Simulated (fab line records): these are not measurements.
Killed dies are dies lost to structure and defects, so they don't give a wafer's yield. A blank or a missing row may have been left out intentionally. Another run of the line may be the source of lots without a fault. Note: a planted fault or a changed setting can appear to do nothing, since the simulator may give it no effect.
A single fault, viewed from 2 desks -- flow sky130 -- each desk holds nothing but its own numbers, with what lay behind them at the end

FOR THE TOOL OWNER'S DESK: lithoTrack-01
At SKY_POLY_GATE_SOFTBAKE_09 (time 90 s), the tool's own readings, given per lot that ran on this tool as the mean of the sampled wafers with a number. Any lot whose mean is over 4 standard deviations away from the usual mean is out of limits and marked OUT; that distance is given in the brackets.
Columns: A = heaterPowerTotalW at SKY_POLY_GATE_SOFTBAKE_09, usual 57.37 W; B = plateTempC at SKY_POLY_GATE_SOFTBAKE_09, usual 99.98 C
lot,first seen here,A,B
L484,day 15 21:00,57.29,99.91
L485,day 16 14:00,57.41,100.09
L491,day 18 12:00,51.67 (-52) OUT,92.69 (-61) OUT
L494,day 19 12:00,51.65 (-52) OUT,92.88 (-59) OUT
L501,day 23 05:00,57.41,99.93
L503,day 23 12:00,57.34,99.93
L506,day 24 07:00,57.38,99.91
This desk's finding: out of limits on L491, L494; first on L491, day 18 12:00 (heaterPowerTotalW at SKY_POLY_GATE_SOFTBAKE_09). Within limits: L484, L485, L501, L503, L506.

AT THE METROLOGY DESK
Means of the sampled wafers that have a number, per lot and without regard to the tool the lot ran on: this is what the gauges read. Any lot whose mean is over 4 standard deviations away from the usual mean is out of limits and marked OUT; that distance is given in the brackets.
Columns: A = VT_ADJUST_PCH_TW at SKY_VT_ADJUST_PCH_TW_MEAS_10, usual 143.1; B = SONOS_ONO_OVL at SKY_SONOS_ONO_OVL_MEAS_14, usual 0.1 nm
lot,first seen here,A,B
L484,day 10 09:39,142.9,-0.6
L485,day 11 02:11,143.4,1.9
L488,day 11 23:03,143.6,-0.0
L491,day 12 17:58,143.8,1.5
L494,day 13 15:06,144.4,-1.7
L497,day 14 20:26,142.8,1.0
L498,day 15 03:06,143.0,-1.2
L501,day 16 14:03,143.1,0.0
L500,day 16 15:29,142.9,0.2
L502,day 16 19:08,143.0,-0.8
L503,day 17 01:57,142.7,0.9
L505,day 17 13:45,142.5,3.0
L506,day 18 00:36,142.3,-0.1
This desk's finding: nothing out of limits on any of the 13 lots.

ALL TOGETHER
The tool owner's desk had the chance to raise an alarm at day 18 12:00 on L491, L494.
Metrology desk: nothing out of limits seen.
The metrology desk holds a record of L491, L494, inside its limits.
SKY_POLY_GATE_SOFTBAKE_09 was run on lithoTrack-01 by each of the lots named.

WHAT THE SIMULATOR PUT IN
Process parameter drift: lithoTrack-01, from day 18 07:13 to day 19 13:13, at SKY_POLY_GATE_SOFTBAKE_09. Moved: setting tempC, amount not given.
Shown lots that were struck: L491, L494.
Each desk's first reading out of limits, in hours after the fault started: the tool owner's desk, 5.
